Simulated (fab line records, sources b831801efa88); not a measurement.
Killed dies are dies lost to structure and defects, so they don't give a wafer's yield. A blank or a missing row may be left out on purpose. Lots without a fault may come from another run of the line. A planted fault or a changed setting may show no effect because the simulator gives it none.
One fault seen from 2 desks | flow gf180mcu | each desk has only its own numbers; what lay behind them comes last

THE TOOL OWNER'S DESK: implanter-03
The tool's own readings at GF_MVPSD_IMPLANT_09: means of the sampled wafers that have a number, for each lot that ran on this tool. A lot is out of limits, marked OUT, if its mean lies more than 4 standard deviations from the usual mean; the brackets give that distance.
Columns: A = dose_ions_cm2 at GF_MVPSD_IMPLANT_09, usual 5e+12; B = faraday_current_uA at GF_MVPSD_IMPLANT_09, usual 28.3
lot  | first seen here | A                       | B
L457 | day 4 22:23     | 5e+12                   | 28.0
L464 | day 6 18:55     | 5e+12                   | 27.6
L469 | day 7 22:43     | 8e+12 (+99 or more) OUT | 43.8 (+26) OUT
L472 | day 8 17:13     | 8e+12 (+99 or more) OUT | 44.4 (+27) OUT
This desk's finding: out of limits on L469, L472; first on L469, day 7 22:43 (dose_ions_cm2 at GF_MVPSD_IMPLANT_09). In limits: L457, L464.

THE METROLOGY DESK
What the gauges read, lot by lot, whatever tool the lot ran on: means of the sampled wafers that have a number. A lot is out of limits, marked OUT, if its mean lies more than 4 standard deviations from the usual mean; the brackets give that distance.
Columns: A = MVPSD_TW at GF_MVPSD_TW_MEAS_11, usual 553; B = MVPSD_RS at GF_VT_IMPLANT_RS_MEAS_49, usual 1168.7 ohm/sq
lot  | first seen here | A              | B
L457 | day 4 22:37     | 551            | 1169.8
L460 | day 5 17:07     | 551            | 1171.3
L461 | day 6 02:09     | 553            | 1169.4
L463 | day 6 12:21     | 552            | 1166.9
L464 | day 6 19:08     | 552            | 1169.2
L469 | day 7 22:56     | 568            | 1063.0 (-38) OUT
L472 | day 8 17:28     | 571 (+4.5) OUT | 1064.0 (-37) OUT
L475 | day 9 13:01     | 553            | 1166.6
L476 | day 9 17:23     | 551            | 1170.5
L479 | day 10 12:58    | 550            | 1170.1
This desk's finding: out of limits on L469, L472; first on L472, day 8 17:28 (MVPSD_TW at GF_MVPSD_TW_MEAS_11). In limits: L457, L460, L461, L463, L464, L475, L476, L479.

PUT TOGETHER
The tool owner's desk could have raised an alarm at day 7 22:43, on L469, L472.
The metrology desk could have raised an alarm at day 8 17:28, on L469, L472.
Of the lots named, all ran GF_MVPSD_IMPLANT_09 on implanter-03.

WHAT THE SIMULATOR HAD PUT IN
Process parameter drift: implanter-03, from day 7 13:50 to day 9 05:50, at GF_MVPSD_IMPLANT_09. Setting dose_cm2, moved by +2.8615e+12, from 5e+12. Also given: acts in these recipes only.
Lots struck among those shown: L469, L472.
Hours from the fault's start to each desk's first reading out of limits: the tool owner's desk, 9; the metrology desk, 28.
